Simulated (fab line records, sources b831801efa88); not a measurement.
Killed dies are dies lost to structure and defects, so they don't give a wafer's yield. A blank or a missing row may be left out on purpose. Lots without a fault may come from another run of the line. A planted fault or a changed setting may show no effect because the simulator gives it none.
A struck lot beside a sound one | flow sky130 | 34 steps out of a route of 708
Sound: wafers L220.2, L220.3, L220.4. Struck: wafers L232.1, L232.5, L232.6. The cause comes at the end.
At each step with rows: each side's tool, then ch and its chambers, then its first start. Under that, the readings that differ: sound wafers | struck wafers | difference of the means | sigmas: that difference in standard deviations of wafers without a fault.
alike: readings whose means differ by less than 2 such deviations, and words and numbers that are the same on both sides. not compared: withheld readings, readings that some wafer has no value for, bounds like >300 that may hide the same value, and numbers for which the record gives no deviation and whose values overlap.
The two part at a step that has a row with sigmas, a row that says differs or no value, or rows on one side only. Numbers that don't overlap but have no deviation are shown without sigmas and don't part them. A reading that every wafer of one side lacks parts them only if that side has two wafers or more.

first, 7 steps without rows for these wafers: SKY_SONOS_TUNNEL_DEVELOP_06 (develop time 60 s); SKY_SONOS_TUNNEL_IMPLANT_09; SKY_SONOS_TUNNEL_WET_ETCH_10 (etches SiO2 in dHF, target depth 14 nm, time 280 s); SKY_SONOS_TUNNEL_STRIP_11 (strips in SPM, time 600 s); SKY_SONOS_TUNNEL_CLEAN_13 (cleans in dHF, time 20 s); SKY_SONOS_ONO_OXIDATION_00 (stabilise 600 s, purge 300 s, target thk 2.6 nm); SKY_SONOS_ONO_CVD_02 (deposits Si3N4 from DCS/NH3, target thk 10.5 nm, time 180 s).
SKY_SONOS_ONO_CVD_04: deposits SiO2 from SiH4/N2O, target thk 5.7199 nm.
  sound on lpcvd-03 ch 1, day 11 18:33; struck on lpcvd-03 ch 0, day 15 23:41
  reading                                    | sound             | struck            | difference | sigmas
  spike_tc_bottom_C (C)                      | 918.1 919.0 917.9 | 928.6 928.2 929.0 | +10.3      | +9
  spike_tc_centre_C (C)                      | 901.6 901.5 901.8 | 913.0 913.1 911.5 | +10.9      | +11
  spike_tc_lower_C (C)                       | 901.8 900.7 899.4 | 910.9 912.7 909.6 | +10.4      | +8
  spike_tc_top_C (C)                         | 913.1 915.5 914.2 | 922.1 922.0 922.4 | +7.9       | +5
  spike_tc_upper_C (C)                       | 901.7 901.8 900.6 | 911.3 909.8 910.1 | +9.0       | +8
  susceptor_temp_C (C)                       | 900.4 900.3 900.3 | 912.1 912.4 912.3 | +11.9      | +32
  model.SiO2_of_SONOS_ONO_CVD_04.thk_nm (nm) | 5.983 5.98 5.937  | 7.066 7.012 7.109 | +1.096     |
  alike: pressure_mtorr
SKY_SONOS_ONO_THK_MEAS_05:
  sound on film_metro-04, day 11 19:49; struck on film_metro-03, day 16 02:30
  reading                   | sound          | struck         | difference | sigmas
  SONOS_ONO_CVD_04_THK (nm) | 5.97 5.97 5.92 | 7.13 7.04 7.15 | +1.15      | +10
then, 23 steps without rows for these wafers: SKY_SONOS_ONO_DEHYDRATE_06 (time 60 s); SKY_SONOS_ONO_HMDS_07 (prime time 60 s); SKY_SONOS_ONO_COAT_08 (resist thk 1140 nm); SKY_SONOS_ONO_SOFTBAKE_09 (time 60 s); SKY_SONOS_ONO_EXPOSE_10 (exposes mask ONOM, target cd 410 nm); SKY_SONOS_ONO_PEB_11; SKY_SONOS_ONO_DEVELOP_12 (develop time 60 s); SKY_SONOS_ONO_ETCH_15 (etches the open film in CHF3/O2, target depth 19.52 nm, time 7.8 s); SKY_SONOS_ONO_WET_ETCH_16 (etches SiO2 in dHF, target depth 14 nm, time 280 s); SKY_SONOS_ONO_STRIP_17 (strips in O2/N2); SKY_SONOS_ONO_WET_ETCH_18 (etches Si3N4 in H3PO4, target depth 15 nm, time 172 s); SKY_GATE_OXIDE_CLEAN_00 (cleans in SC1/SC2, time 150 s); SKY_GATE_OXIDE_OXIDATION_01 (stabilise 600 s, purge 300 s, target thk 10.268 nm); SKY_GATE_OXIDE_DEHYDRATE_03 (time 60 s); SKY_GATE_OXIDE_HMDS_04 (prime time 60 s); SKY_GATE_OXIDE_COAT_05 (resist thk 1140 nm); SKY_GATE_OXIDE_SOFTBAKE_06 (time 60 s); SKY_GATE_OXIDE_EXPOSE_07 (exposes mask LVOM, target cd 600 nm); SKY_GATE_OXIDE_PEB_08; SKY_GATE_OXIDE_DEVELOP_09 (develop time 60 s); SKY_GATE_OXIDE_IMPLANT_11; SKY_GATE_OXIDE_WET_ETCH_12 (etches SiO2 in dHF, target depth 16.8 nm, time 336 s); SKY_GATE_OXIDE_STRIP_13 (strips in O2/N2).
-- the record jumps here: 3 days lie between the struck wafers' starts before and after --
SKY_GATE_OXIDE_CLEAN_15: cleans in SC1/SC2, time 150 s.
  sound on wet_bench-01 ch 2, day 13 23:15; struck on wet_bench-02 ch 1, day 18 16:21
  reading                                    | sound            | struck            | difference | sigmas
  model.SiO2_of_SONOS_ONO_CVD_04.thk_nm (nm) | 4.454 4.461 4.41 | 5.537 5.487 5.579 | +1.093     |
-- the record jumps here: 30 days lie between the struck wafers' starts before and after (it left off in module GATE_OXIDE and takes up again in module PAD_OPEN, whose first step shown is number 708 of the route) --
SKY_PAD_OPEN_PROBE_99:
  sound on prober-02, day 45 22:49; struck on prober-01, day 49 02:34
  reading                                     | sound                | struck               | difference | sigmas
  model.etest.sonos_erased.drive_ua_um        | 175.8 175.8 167.7    | 109.3 89.78 129.7    | -63.5      |
  model.etest.sonos_uncharged.r_on_ohm_um     | 819.3 798.5 808.9    | 852.9 831.9 866.6    | +41.6      |
  model.etest.sonos_programmed.off_log10_a_um | -13.93 -13.87 -13.97 | -10.45 -10.84 -10.66 | +3.27      |
  model.etest.cap_ono.gate_log10_a_cm2        | -8.354 -8.311 -8.151 | -9.723 -9.71 -9.743  | -1.453     |
  model.etest.cap_ono.gate_bv_v (V)           | 17.02 16.32 16.73    | 17.87 17.63 18.35    | +1.26      |
  model.etest.cap_ono.tox_acc_nm (nm)         | 13.18 13.22 13.09    | 14.23 14.23 14.34    | +1.10      |
  model.etest.sonos_programmed.vt_v (V)       | 1.277 1.254 1.392    | 0.635 0.6925 0.6255  | -0.657     |
  model.etest.sonos_erased.vt_v (V)           | -2.167 -2.175 -2.217 | -1.55 -1.514 -1.515  | +0.66      |
  alike: killed_at_M0_to_M3, killed_at_M4_up, killed_at_contacts, killed_at_front_end, killed_at_other, killed_dies, killed_open, killed_short

WHERE THEY PART
First at SKY_SONOS_ONO_CVD_04; last, within this record, at SKY_SONOS_ONO_THK_MEAS_05. Later steps at which nothing parts them and some readings are alike: SKY_PAD_OPEN_PROBE_99.

WHY: what the simulator had put in
Process parameter drift: lpcvd-03, from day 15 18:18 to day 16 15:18, at SKY_SONOS_ONO_CVD_04. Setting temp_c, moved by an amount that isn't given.
